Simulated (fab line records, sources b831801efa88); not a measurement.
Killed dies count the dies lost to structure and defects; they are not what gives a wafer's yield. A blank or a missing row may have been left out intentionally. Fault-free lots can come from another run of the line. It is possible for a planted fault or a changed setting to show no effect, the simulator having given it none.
A lot that was struck, set against a sound lot ; flow gf180mcu ; 30 out of 602 route steps
Sound: wafers L792.1, L792.2, L792.3. Struck: wafer L805.5. (L805.2, L805.4 of the same lot were not struck and are left out.) The cause comes at the end.
For every step that has rows: the tool of each side, followed by ch and its chambers, followed by its first start. Under that, the readings that differ: sound wafers ; struck wafers ; difference of the means ; sigmas: that difference in standard deviations of wafers without a fault.
alike: readings with means less than 2 such deviations apart, plus words and numbers identical on both sides. not compared: withheld readings, readings lacking a value on some wafer, bounds such as >300 that could conceal the same value, and numbers that have no deviation in the record and whose values overlap.
The two part at a step that has a row with sigmas, a row that says differs or no value, or rows on one side only. Numbers that have no deviation but don't overlap get no sigmas and don't part them. A reading that every wafer of one side lacks parts them only if that side has two wafers or more.

first, 3 steps without rows for these wafers: GF_PSD_EXPOSE_04 (exposes mask Pplus, target cd 400 nm); GF_PSD_PEB_05; GF_PSD_DEVELOP_06 (develop time 60 s).
GF_PSD_CD_MEAS_07 targets a cd of 400 nm.
  sound on cd_sem-01, day 15 23:10; struck on cd_sem-02, day 20 19:09
  alike: cd_nm
GF_PSD_OVL_MEAS_08:
  sound on overlay-02, day 15 23:17; struck on overlay-02, day 20 19:16
  alike: PSD_OVL
then, 1 step without rows for these wafers: GF_PSD_IMPLANT_09.
GF_PSD_STRIP_10: strips in O2/N2.
  sound on plasma_asher-01 ch 0,1, day 15 23:28; struck on plasma_asher-02 ch 1, day 20 19:26
reading;sound;struck;difference;sigmas
drypump_motor_current_A (A);5.7 5.0 4.9;6.3;+1.1;+2
  alike: chamber_pressure_mTorr, heater_power_w, oes_product_au, strip_time_to_endpoint_s
  not compared: rf_hours_counter_h
GF_PSD_TW_MEAS_11:
  sound on film_metro-03, day 15 23:34; struck on film_metro-01, day 20 19:33
  alike: PSD_TW
then, 1 step without rows for these wafers: GF_PSD_CLEAN_12 (cleans in SC1/SC2, time 150 s).
GF_PSD_RTA_13: time 20 s.
  sound on rtp_anneal-01 ch 0, day 15 23:44; struck on rtp_anneal-02 ch 0, day 20 19:40
reading;sound;struck;difference;sigmas
lamp_power_pct (%);34.1 34.2 34.2;32.8;-1.4;-2
  alike: anneal_temp_c_max, wafer_temp_C_max
GF_PSD_RS_MEAS_14: a four-point-probe measurement.
  sound on film_metro-01, day 15 23:49; struck on film_metro-03, day 20 19:45
reading;sound;struck;difference;sigmas
NSD_RS (ohm/sq);46.16 46.10 46.13;45.91;-0.22;-2
GF_PSD_RS_MEAS_15: a four-point-probe measurement.
  sound on film_metro-01, day 15 23:56; struck on film_metro-03, day 20 19:52
  alike: PSD_RS
GF_SAB_CVD_00: deposits SiO2 from TEOS, target thk 50 nm, time 4.9302 s.
  sound on pecvd-03 ch 0,1,2, day 16 00:04; struck on pecvd-04 ch 0, day 20 19:58
reading;sound;struck;difference;sigmas
model.SiO2_of_SAB_CVD_00.thk_nm (nm);49.8 49.73 49.87;38.64;-11.16;
  alike: heater_power_outer_w, heater_power_w
GF_SAB_THK_MEAS_01:
  sound on film_metro-03, day 16 00:07; struck on film_metro-04, day 20 20:00
reading;sound;struck;difference;sigmas
SAB_CVD_00_THK (nm);49.8 49.7 49.9;38.7;-11.1;-17
then, 7 steps without rows for these wafers: GF_SAB_DEHYDRATE_02 (time 60 s); GF_SAB_HMDS_03 (prime time 60 s); GF_SAB_COAT_04 (resist thk 1000 nm); GF_SAB_SOFTBAKE_05 (time 60 s); GF_SAB_EXPOSE_06 (exposes mask SAB, target cd 420 nm); GF_SAB_PEB_07; GF_SAB_DEVELOP_08 (develop time 60 s).
GF_SAB_CD_MEAS_09 targets a cd of 420 nm.
  sound on cd_sem-02, day 16 22:22; struck on cd_sem-02, day 21 19:41
  alike: cd_nm
GF_SAB_OVL_MEAS_10:
  sound on overlay-01, day 16 22:29; struck on overlay-01, day 21 19:48
  alike: SAB_OVL
GF_SAB_ETCH_11: etches SiO2 in C4F8/O2/Ar, target depth 55 nm, time 8.5 s.
  sound on rie_diel-01 ch 0,2,3, day 16 22:31; struck on rie_diel-01 ch 0, day 21 19:50
  alike: chamber_pressure_mTorr, oes_product_au
  not compared: rf_hours_counter_h
then, 1 step without rows for these wafers: GF_SAB_WET_ETCH_12 (etches SiO2 in dHF, target depth 22 nm, time 440 s).
GF_SAB_STRIP_13: strips in O2/N2.
  sound on plasma_asher-04 ch 0,1, day 16 22:41; struck on plasma_asher-02 ch 0, day 21 19:59
  alike: chamber_pressure_mTorr, drypump_motor_current_A, heater_power_w, oes_product_au, strip_time_to_endpoint_s
  not compared: rf_hours_counter_h
then, 1 step without rows for these wafers: GF_SALICIDE_CLEAN_00 (cleans in SC1/SC2, time 150 s).
GF_SALICIDE_WET_ETCH_01: etches SiO2 in dHF, target depth 5 nm, time 100 s.
  sound on wet_bench-04 ch 3, day 16 22:50; struck on wet_bench-04 ch 1, day 21 20:09
reading;sound;struck;difference;sigmas
model.SiO2_of_SAB_CVD_00.thk_nm (nm);39.03 38.98 39.08;28.18;-10.85;
GF_SALICIDE_SPUTTER_02: material Co, target thk 10 nm, time 20 s.
  sound on pvd_sputter-03, day 16 22:53; struck on pvd_sputter-02, day 21 20:11
  alike: throttle_valve_pct
-- the record jumps here: 12 days lie between the struck wafers' starts before and after (it left off in module SALICIDE and takes up again in module PASSIVATION, whose first step shown is number 602 of the route) --
GF_PASSIVATION_PROBE_99:
  only the struck wafers here have rows in the record (prober-02, day 34 04:58); the sound ones have none

## WHERE THEY PART
First at GF_PSD_STRIP_10; last, within this record, at GF_PASSIVATION_PROBE_99.

WHY: what the simulator had put in
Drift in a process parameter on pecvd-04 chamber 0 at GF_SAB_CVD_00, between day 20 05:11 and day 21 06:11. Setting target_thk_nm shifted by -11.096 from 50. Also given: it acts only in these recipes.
